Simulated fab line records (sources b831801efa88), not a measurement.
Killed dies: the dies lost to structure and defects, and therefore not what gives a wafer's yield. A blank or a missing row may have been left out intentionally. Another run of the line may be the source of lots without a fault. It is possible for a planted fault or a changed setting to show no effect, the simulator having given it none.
fab line records    flow sky130
record lots=4  wafers=12  lastDay=50
route steps=708 shown VIA3@593 METAL4@598 CAP2M@603 PAD_OPEN@708
lots that met no fault: from a run of the same line without faults
startH: start of the lot's first displayed wafer, in hours after the record's first day    waitH: hours since the lot's step before    " the same as in the row above    L1.1+2: a single row standing in for several wafers    - either no value or no given start    * or withheld: withheld    < > ~ a bound
route shown NAME@n: names a module that has steps shown in the file, with the first one's number in the route    usual: mean/standard deviation of fault-free wafers    same: alike in all rows    chamber/n: place in a boat    sites: the reading at each site    _std_site: the standard deviation of these    _edge_site: the outer-site mean with the inner-site mean subtracted    radiusMm: how far each site lies from the wafer's centre    mask NAME#n: copy n    behind: tool/chamber where the wafer was last shaped    hold: cause of the lot's hold/its duration in hours/its outcome    device: whichever transistor did not switch (one of n, p or np)    end of line: the same wafers' tests at the end of the route    where a step has no rows: the recipe by itself    killed: not the wafer's yield, but the dies lost to structure and defects at the first sort    map: a wafer's dies, marking killed ones x, the rest . and places with no die _
set.NAME: the setting as run; set.NAME@STEP: as run at that earlier step    model.NAME: the simulator's own value behind a step, which no gauge read
a table for each step, a row for each wafer; lots at some steps of the route
services: from which hour (startH, from the record's first day; less than 0 if before it) a tool's chamber was out of use, for how many hours, and why
## steps
# step SKY_VIA3_SPUTTER_20
# recipe material=TiN  targetThkNm=20  chamberPressurePa=5  powerW=4000  timeS=80
# step SKY_VIA3_CVD_21
# recipe material=W  targetThkNm=390  timeS=117.31  tempC=400  pressureTorr=40
# step SKY_VIA3_CMP_24
# recipe stopOn=SiO2  tOverpolishS=20  downForcePsi=3.5  platenRpm=60  targetThkNm=0  padVelocityMS=0.94248
# step SKY_METAL4_SPUTTER_00
# recipe material=Ti  targetThkNm=15  powerW=3000  timeS=10  chamberPressurePa=0.4
# step SKY_METAL4_SPUTTER_01
# recipe material=TiN  targetThkNm=20  powerW=6500  timeS=16.7  chamberPressurePa=0.4
# step SKY_METAL4_SPUTTER_02
# recipe material=AlCu  targetThkNm=735  powerW=10600  timeS=39.1  chamberPressurePa=0.4
# step SKY_METAL4_SPUTTER_03
# recipe material=Ti  targetThkNm=5  powerW=3000  timeS=3.3  chamberPressurePa=0.4
# step SKY_METAL4_SPUTTER_04
# recipe material=TiN  targetThkNm=70  powerW=6500  timeS=57.26  chamberPressurePa=0.4
# step SKY_CAP2M_CVD_00
# recipe material=SiO2  targetThkNm=15.5  tempC=400  timeS=withheld  rfW=450
# step SKY_CAP2M_SPUTTER_02
# recipe material=TiN  targetThkNm=200  tempC=300  powerW=6500  timeS=166.7  chamberPressurePa=0.4
# usual throttleValvePct=30.4/0.77
lot.wafer  tool           chamber  startH   waitH  throttleValvePct  model.TiN_of_CAP2M_SPUTTER_02.thkNm
L751.3     pvdSputter-01  -        985.00   0.0    31.4              200.6
L751.4     "              -        "        "      30.4              197.8
L751.6     "              -        "        "      29.4              202.6
L761.3     pvdSputter-01  -        1038.39  0.0    29.1              203
L761.5     "              -        "        "      29.3              201
L761.6     "              -        "        "      31.5              222
L759.2     pvdSputter-01  -        1045.41  0.0    30.5              198.7
L759.4     "              -        "        "      29.3              202.7
L759.5     "              -        "        "      31.6              222.3
L768.1     pvdSputter-03  -        1089.50  0.1    30.2              197.5
L768.3     "              -        "        "      30.2              202.6
L768.6     "              -        "        "      30.7              199.9
# step SKY_CAP2M_RS_MEAS_03
# recipe thkMeasGauge=four-point-probe  reads=TiN_of_CAP2M_SPUTTER_02
# usual CAP2M_TIN_RS=6.89/0.099
lot.wafer  tool          chamber  startH   waitH  CAP2M_TIN_RS[ohm/sq]
L751.3     filmMetro-03  -        985.15   0.1    6.91
L751.4     "             -        "        "      7.00
L751.6     "             -        "        "      6.83
L761.3     filmMetro-01  -        1038.54  0.1    6.83
L761.5     "             -        "        "      6.89
L761.6     "             -        "        "      6.23
L759.2     filmMetro-03  -        1045.54  0.1    6.95
L759.4     "             -        "        "      6.82
L759.5     "             -        "        "      6.21
L768.1     filmMetro-01  -        1089.60  0.1    7.01
L768.3     "             -        "        "      6.83
L768.6     "             -        "        "      6.92
# step SKY_CAP2M_THK_MEAS_04
# recipe thkMeasGauge=xrf  reads=TiN_of_CAP2M_SPUTTER_02
# usual CAP2M_TIN_THK=197/3
lot.wafer  tool          chamber  startH   waitH  CAP2M_TIN_THK[nm]
L751.3     filmMetro-03  -        985.25   0.1    196
L751.4     "             -        "        "      194
L751.6     "             -        "        "      199
L761.3     filmMetro-01  -        1038.64  0.1    198
L761.5     "             -        "        "      194
L761.6     "             -        "        "      216
L759.2     filmMetro-03  -        1045.65  0.1    195
L759.4     "             -        "        "      199
L759.5     "             -        "        "      218
L768.1     filmMetro-01  -        1089.72  0.1    192
L768.3     "             -        "        "      197
L768.6     "             -        "        "      194
# step SKY_CAP2M_DEHYDRATE_05
# recipe tempC=200  timeS=60
# step SKY_CAP2M_HMDS_06
# recipe primeTimeS=60  primeTempC=120
# step SKY_CAP2M_COAT_07
# recipe resist=NOVOLAK  spinRpm=3000  resistThkNm=1140
# step SKY_CAP2M_SOFTBAKE_08
# recipe tempC=90  timeS=60  resist=NOVOLAK
# step SKY_CAP2M_EXPOSE_09
# recipe maskId=CAP2M  na=0.6  sourceShape=conventional  sigmaOuter=0.6  polarization=unpolarized  targetCdNm=1000  doseMj=159
# step SKY_CAP2M_PEB_10
# recipe tempC=withheld  timeS=*  resist=NOVOLAK
# step SKY_CAP2M_DEVELOP_11
# recipe resist=NOVOLAK  developer=TMAH  developTimeS=58.01  devTempC=23
# step SKY_CAP2M_METAL_ETCH_13
# recipe targetDepthNm=220  stopOn=SiO2  chemistry=Cl2/BCl3  target=TiN  pressureMtorr=10  icpW=900  biasW=48.5  Cl2_flow_sccm=60  bcl3FlowSccm=30  timeS=62.9
# usual drypumpMotorCurrentA=5.7/0.48  heBacksideLeakSccm=3.4/0.34  oesProductAu=0.943/0.0092  rfFwdPowerW=892.7/2.8  throttleValvePct=21.900/0.01
lot.wafer  tool         chamber  startH   waitH  drypumpMotorCurrentA  heBacksideLeakSccm  oesProductAu  rfFwdPowerW  rfHoursCounterH  throttleValvePct
L751.3     rieMetal-02  0        1009.42  0.0    5.1                   3.3                 0.945         893.2        -                21.899
L751.4     "            1        "        "      5.3                   3.4                 0.931         891.8        -                21.894
L751.6     "            1        "        "      5.3                   3.6                 0.950         893.4        -                21.882
L761.3     rieMetal-02  0        1060.75  0.0    5.2                   3.1                 0.951         890.7        -                21.893
L761.5     "            0        "        "      5.1                   3.2                 0.945         893.5        -                21.911
L761.6     "            1        "        "      5.2                   3.6                 1.002         888.1        -                21.864
L759.2     rieMetal-03  0        1067.78  0.0    6.5                   3.4                 0.937         894.0        16               21.912
L759.4     "            0        "        "      6.4                   3.4                 0.946         894.2        -                21.893
L759.5     "            0        "        "      6.4                   3.4                 0.997         892.2        -                21.853
L768.1     rieMetal-02  0        1109.72  0.0    5.1                   3.3                 0.932         892.8        18               21.907
L768.3     "            1        "        "      5.2                   3.6                 0.952         893.3        -                21.908
L768.6     "            0        "        "      5.2                   3.2                 0.937         892.7        -                21.900
# step SKY_CAP2M_STRIP_14
# recipe chemistry=O2/N2  powerW=1400  pressureMtorr=1500  platenTempC=withheld  o2FlowSccm=3000  n2FlowSccm=300  overashFraction=0.5
# step SKY_CAP2M_STRIP_15
# recipe chemistry=postEtchResidueRemover  timeS=1200  tempC=72.5
# step SKY_CAP2M_CLEAN_16
# recipe chemistry=IPA  timeS=180  tempC=25
# step SKY_CAP2M_CLEAN_17
# recipe chemistry=O3/DIW  dry=n2Spin
# step SKY_METAL4_DEHYDRATE_05
# recipe tempC=200  timeS=60
# step SKY_METAL4_HMDS_06
# recipe primeTimeS=60  primeTempC=120
# step SKY_METAL4_COAT_07
# recipe resist=BARC  tempC=withheld  timeS=withheld  spinRpm=3000  resistThkNm=60
# step SKY_METAL4_COAT_08
# recipe resist=KrF-thick  spinRpm=3000  resistThkNm=1140
# step SKY_METAL4_SOFTBAKE_09
# recipe tempC=100  timeS=90  resist=KrF-thick
# step SKY_METAL4_EXPOSE_10
# recipe maskId=MM4  na=0.68  sourceShape=annular  sigmaInner=0.4  sigmaOuter=0.8  targetCdNm=300  doseMj=28
# step SKY_METAL4_PEB_11
# recipe pebTempC=withheld  pebTimeS=withheld  resist=KrF-thick
# step SKY_METAL4_DEVELOP_12
# recipe developTimeS=60  resist=KrF-thick  devTempC=21
# step SKY_METAL4_DESCUM_15
# recipe chemistry=O2  sourcePowerW=150  biasPowerW=0  pressureMtorr=10  tempC=40  timeS=8
# step SKY_METAL4_ETCH_16
# recipe chemistry=N2/H2  target=BARC  ionEnergyEv=200  biasW=100  pressureMtorr=30  n2FlowSccm=100  h2FlowSccm=200  icpW=500  stopOn=SiO2  timeS=88.2  targetDepthA=600
# step SKY_METAL4_ETCH_17
# recipe target=SiO2  stopOn=TiN  chemistry=C4F8/O2/Ar  sourceW=1500  biasW=1200  pressureMtorr=40  c4f8FlowSccm=withheld  O2_flow_sccm=6  Ar_flow_sccm=300  timeS=3.9  targetDepthA=150
# step SKY_METAL4_METAL_ETCH_18
# recipe targetDepthA=8450  stopOn=SiO2  overEtchFrac=0.3  timeS=178.2  chemistry=Cl2/BCl3  resistSidewallDeg=88  pressureMtorr=10  icpW=900  biasW=48.5  Cl2_flow_sccm=60  bcl3FlowSccm=30
# step SKY_METAL4_STRIP_20
# recipe chemistry=postEtchResidueRemover  timeS=1200  tempC=72.5
lot.wafer  tool         chamber  startH   waitH  model.TiN_of_CAP2M_SPUTTER_02.thkNm
L751.3     wetBench-01  3        1032.69  0.0    199.8
L751.4     "            3        "        "      197
L751.6     "            3        "        "      201.7
L761.3     wetBench-02  0        1082.97  0.2    202.2
L761.5     "            0        "        "      200.2
L761.6     "            0        "        "      221.1
L759.2     wetBench-02  1        1089.57  0.1    197.9
L759.4     "            1        "        "      201.9
L759.5     "            1        "        "      221.5
L768.1     wetBench-01  1        1131.01  0.1    196.7
L768.3     "            1        "        "      201.7
L768.6     "            1        "        "      199.1
# step SKY_PAD_OPEN_PROBE_99
# usual defectLimitedYield=82.8/1.8  killed_at_M0_to_M3=42/5.8  killed_at_M4_up=3.0/2  killedAtContacts=24/5.5  killedAtFrontEnd=15/3.9  killedAtOther=0.3/0.54  killedDies=85/8.8  killedOpen=47/6.8  killedShort=38/5.9
# same grossDies=492  killedAtBackSide=0
lot.wafer  tool       chamber  startH   waitH  defectLimitedYield[%]  killed_at_M0_to_M3  killed_at_M4_up  killedAtContacts  killedAtFrontEnd  killedAtOther  killedDies  killedOpen  killedShort  model.etest.capMim2.leakLog10ACm2  model.etest.capMim2.plateOhmSq  model.etest.tester.sort_bin_8_pct
L751.3     prober-02  -        1120.43  0.2    85.0                   40                  1                18                15                0              74          27          47           -9.017                             5.969                           0
L751.4     prober-02  -        1120.48  0.2    79.9                   48                  2                24                25                0              99          48          51           -8.808                             6.065                           0
L751.6     prober-02  -        1120.58  0.2    83.9                   38                  1                23                17                0              79          45          34           -9.012                             5.956                           0
L761.3     prober-02  -        1165.07  0.2    84.6                   44                  6                15                11                0              76          42          34           -9.082                             5.943                           0
L761.5     prober-02  -        1165.17  0.2    82.1                   37                  3                33                14                1              88          46          42           -9.044                             5.99                            0
L761.6     prober-02  -        1165.22  0.2    83.1                   44                  3                20                16                0              83          42          41           -8.524                             5.392                           0
L759.2     prober-02  -        1172.54  0.1    84.1                   36                  4                25                13                0              78          50          28           -8.847                             6.074                           0
L759.4     prober-02  -        1172.64  0.2    84.1                   42                  1                26                9                 0              78          42          35           -9.049                             5.855                           0
L759.5     prober-02  -        1172.69  0.2    83.9                   37                  4                26                11                1              79          42          35           -7.187                             5.451                           4.782e-08
L768.1     prober-02  -        1204.65  0.1    81.5                   42                  1                37                10                1              91          55          36           -8.958                             6.085                           0
L768.3     prober-02  -        1204.75  0.2    84.3                   39                  0                20                18                0              77          35          42           -8.741                             5.97                            0
L768.6     prober-02  -        1204.90  0.2    82.7                   44                  1                25                15                0              85          44          39           -9.052                             5.995                           0
# killed by level:class
L751.3 FIELD_ISO:geometricParticle:short=9 METAL2:geometricParticle:short=7 METAL1:geometricParticle:short=7 CONTACT:geometricParticle:short=5 VIA1:geometricParticle:open=5 VIA2:geometricParticle:short=5 LI_CONTACT:geometricParticle:open=4 CONTACT:geometricParticle:open=4
L751.4 VIA2:geometricParticle:open=9 VIA1:geometricParticle:open=8 VIA1:geometricParticle:short=7 POLY_GATE:geometricParticle:open=6 CONTACT:geometricParticle:open=6 CONTACT:geometricParticle:short=6 VIA3:geometricParticle:open=6 LOCAL_INTERCONNECT:geometricParticle:short=5
L751.6 VIA1:geometricParticle:open=9 VIA3:geometricParticle:open=8 FIELD_ISO:geometricParticle:open=6 LOCAL_INTERCONNECT:geometricParticle:short=6 CONTACT:geometricParticle:open=6 VIA1:geometricParticle:short=6 POLY_GATE:geometricParticle:open=5 CONTACT:geometricParticle:short=5
L761.3 VIA1:geometricParticle:open=13 METAL2:geometricParticle:short=8 VIA3:geometricParticle:open=7 LI_CONTACT:geometricParticle:open=6 CONTACT:geometricParticle:open=5 METAL3:geometricParticle:short=5 METAL1:geometricParticle:short=3 SPACER:geometricParticle:short=3
L761.5 CONTACT:geometricParticle:open=11 VIA1:geometricParticle:open=11 LI_CONTACT:geometricParticle:open=8 LI_CONTACT:geometricParticle:short=6 VIA1:geometricParticle:short=6 LOCAL_INTERCONNECT:geometricParticle:short=5 METAL2:geometricParticle:short=4 FIELD_ISO:geometricParticle:short=3
L761.6 CONTACT:geometricParticle:open=12 METAL2:geometricParticle:short=8 VIA3:geometricParticle:open=7 VIA2:geometricParticle:open=6 FIELD_ISO:geometricParticle:open=5 VIA1:geometricParticle:open=5 VIA3:geometricParticle:short=5 METAL1:geometricParticle:short=5
L759.2 VIA1:geometricParticle:open=13 LI_CONTACT:geometricParticle:open=10 CONTACT:geometricParticle:open=10 VIA2:geometricParticle:open=6 POLY_GATE:geometricParticle:open=4 METAL1:geometricParticle:short=4 METAL2:geometricParticle:short=4 FIELD_ISO:geometricParticle:open=3
L759.4 VIA1:geometricParticle:open=13 CONTACT:geometricParticle:open=8 LI_CONTACT:geometricParticle:short=6 LI_CONTACT:geometricParticle:open=5 LOCAL_INTERCONNECT:geometricParticle:short=5 VIA1:geometricParticle:short=4 VIA2:geometricParticle:open=4 FIELD_ISO:geometricParticle:short=3
L759.5 CONTACT:geometricParticle:open=13 VIA1:geometricParticle:open=10 METAL1:geometricParticle:short=8 LI_CONTACT:geometricParticle:open=7 VIA1:geometricParticle:short=5 VIA3:geometricParticle:open=4 METAL2:geometricParticle:short=4 POLY_GATE:geometricParticle:short=3
L768.1 CONTACT:geometricParticle:open=13 VIA3:geometricParticle:open=10 LI_CONTACT:geometricParticle:open=8 LOCAL_INTERCONNECT:geometricParticle:short=7 VIA1:geometricParticle:open=7 FIELD_ISO:geometricParticle:short=5 LOCAL_INTERCONNECT:geometricParticle:open=4 CONTACT:geometricParticle:short=4
L768.3 CONTACT:geometricParticle:open=10 METAL1:geometricParticle:short=8 VIA1:geometricParticle:open=7 FIELD_ISO:geometricParticle:short=6 VIA1:geometricParticle:short=6 LI_CONTACT:geometricParticle:open=5 METAL2:geometricParticle:short=5 FIELD_ISO:geometricParticle:open=4
L768.6 VIA1:geometricParticle:open=12 CONTACT:geometricParticle:open=11 LOCAL_INTERCONNECT:geometricParticle:short=6 METAL2:geometricParticle:short=6 METAL3:geometricParticle:short=5 CONTACT:geometricParticle:short=4 VIA2:geometricParticle:open=4 FIELD_ISO:geometricParticle:short=3
## services
tool           chamber  startH   hours  kind
pvdSputter-03  1        971.85   -      consumableReplace:kit
pvdSputter-03  1        971.85   18.0   scheduledDown
pvdSputter-03  1        971.85   18.0   ventCycle
wetBench-02    -        977.25   2.5    repair
pvdSputter-03  -        995.29   4.5    repair
pvdSputter-03  -        1034.45  5.0    repair
rieMetal-03    -        1085.98  0.7    repair
pvdSputter-01  2        1088.72  -      consumableReplace:kit
pvdSputter-01  2        1088.72  18.0   scheduledDown
pvdSputter-01  2        1088.72  18.0   ventCycle
rieMetal-03    1        1103.46  8.5    repair
wetBench-02    -        1104.01  33.5   repair
## key
firstSign step=SKY_CAP2M_RS_MEAS_03  reading=CAP2M_TIN_RS  direction=down  sigmas=6.8  usual=6.89  struck=6.22
effect step=SKY_CAP2M_THK_MEAS_04  reading=CAP2M_TIN_THK  direction=up  sigmas=6.8  usual=197  struck=217
effect step=SKY_CAP2M_METAL_ETCH_13  reading=oesProductAu  direction=up  sigmas=6.2  usual=0.943  struck=1.000
modelEffect step=SKY_CAP2M_SPUTTER_02  value=TiN_of_CAP2M_SPUTTER_02.thkNm  without=203.2  struck=222.1
modelEffect step=SKY_METAL4_STRIP_20  value=TiN_of_CAP2M_SPUTTER_02.thkNm  without=202.4  struck=221.3
modelEffect step=SKY_PAD_OPEN_PROBE_99  value=etest.capMim2.leakLog10ACm2  without=-9.075  struck=-7.856
metAt SKY_CAP2M_SPUTTER_02
struckWafers L759.5,L761.6
onsetBetween 985.00 1038.39
fault kind=processParameterDrift  tool=pvdSputter-01  chamber=-  onsetH=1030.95  steps=SKY_CAP2M_SPUTTER_02  channel=targetThkNm  offset=18.906  shape=step  endH=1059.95  actsIn=theseRecipesOnly  stated=200  scope=struckWafersOnly
